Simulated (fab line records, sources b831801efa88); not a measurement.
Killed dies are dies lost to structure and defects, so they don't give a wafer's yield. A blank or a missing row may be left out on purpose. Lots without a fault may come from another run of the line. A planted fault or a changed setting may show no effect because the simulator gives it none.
Chamber matching | flow sky130 | SKY_FIELD_ISO_ETCH_17 on rie_si-01: 4 sister chambers
The step etches Si in HBr/Cl2/O2, target depth 342 nm, time 97.7 s. 8 wafers are shown with their chamber, then 7 later ones without.

WAFERS WITH THEIR CHAMBER
wafer  | chamber | drypump_motor_current_A (A) | run_length_s (s)
L738.5 | 0       | 5.8                         | 125.8
L738.6 | 3       | 6.1                         | 126.5
L745.2 | 3       | 6.1                         | 126.7
L750.1 | 2       | 6.7                         | 126.7
L750.3 | 1       | 5.6                         | 125.7
L750.5 | 1       | 5.5                         | 125.6
L755.2 | 0       | 5.9                         | 125.8
L755.3 | 2       | 6.7                         | 126.6

WAFERS WITHOUT THEIR CHAMBER
wafer  | drypump_motor_current_A (A) | run_length_s (s)
L755.6 | 6.0                         | 126.9
L757.2 | 5.9                         | 125.4
L757.4 | 6.1                         | 126.5
L757.5 | 5.9                         | 125.6
L759.1 | 6.0                         | 126.3
L759.3 | 5.9                         | 125.7
L759.5 | 5.6                         | 125.6

WHICH CHAMBER EACH WENT THROUGH
wafer  | from the rows above | in truth
L755.6 | 3                   | 3
L757.2 | 0                   | 0
L757.4 | 3                   | 3
L757.5 | 0                   | 0
L759.1 | 3                   | 3
L759.3 | 0                   | 0
L759.5 | 1                   | 1
Placed correctly: 7 of 7. Can't be placed from these rows: 0. Placed wrongly: 0.
How it was worked out, from the rows above alone: a wafer's distance from a chamber is the root of the sum, over the readings, of the square of ((its reading less the chamber's mean) divided by the reading's scatter). The wafer belongs to the nearest chamber; if the next one is less than 2 further off, it can't be placed. A chamber's mean is the mean of its shown wafers. The scatter: the root of (the sum of the squares of (reading less its chamber's mean) over the shown wafers, divided by (wafers less chambers)).
